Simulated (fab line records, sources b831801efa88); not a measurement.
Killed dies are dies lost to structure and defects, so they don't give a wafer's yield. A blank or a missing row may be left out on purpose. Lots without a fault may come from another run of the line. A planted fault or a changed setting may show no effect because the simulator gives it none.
Chamber matching | flow gf180mcu | GF_STI_CMP_25 on cmp-01: 4 sister chambers
The step polishes, stops on Si3N4, t overpolish 33 s, target thk 524.6 nm. 4 wafers are shown with their chamber, then 9 later ones without.

WAFERS WITH THEIR CHAMBER
wafer  | chamber | motor_current_A (A)
L922.6 | 3       | 10.4
L928.3 | 2       | 11.7
L928.4 | 1       | 11.9
L928.6 | 0       | 11.6

WAFERS WITHOUT THEIR CHAMBER
wafer  | motor_current_A (A)
L933.1 | 11.0
L933.2 | 10.8
L933.3 | 12.5
L934.3 | 12.7
L934.4 | 11.0
L934.5 | 11.8
L935.2 | 11.5
L935.3 | 10.0
L935.4 | 10.9

WHICH CHAMBER EACH WENT THROUGH
wafer  | from the rows above               | in truth
L933.1 | can't be placed: 0 or 3 or 2 or 1 | 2
L933.2 | can't be placed: 3 or 0 or 2 or 1 | 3
L933.3 | can't be placed: 1 or 2 or 0      | 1
L934.3 | can't be placed: 1 or 2 or 0      | 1
L934.4 | can't be placed: 0 or 3 or 2 or 1 | 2
L934.5 | can't be placed: 1 or 2 or 0      | 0
L935.2 | can't be placed: 0 or 2 or 1 or 3 | 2
L935.3 | 3                                 | 3
L935.4 | can't be placed: 3 or 0 or 2 or 1 | 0
Placed correctly: 1 of 9. Can't be placed from these rows: 8 (the true chamber is among the candidates in 8). Placed wrongly: 0.
How it was worked out, from the rows above alone: a wafer's distance from a chamber is the root of the sum, over the readings, of the square of ((its reading less the chamber's mean) divided by the reading's scatter). The wafer belongs to the nearest chamber; if the next one is less than 2 further off, it can't be placed. A chamber's mean is the mean of its shown wafers. The scatter: with one shown wafer a chamber, the root of the mean of the squares of how far each hidden wafer lies from its nearest shown one.
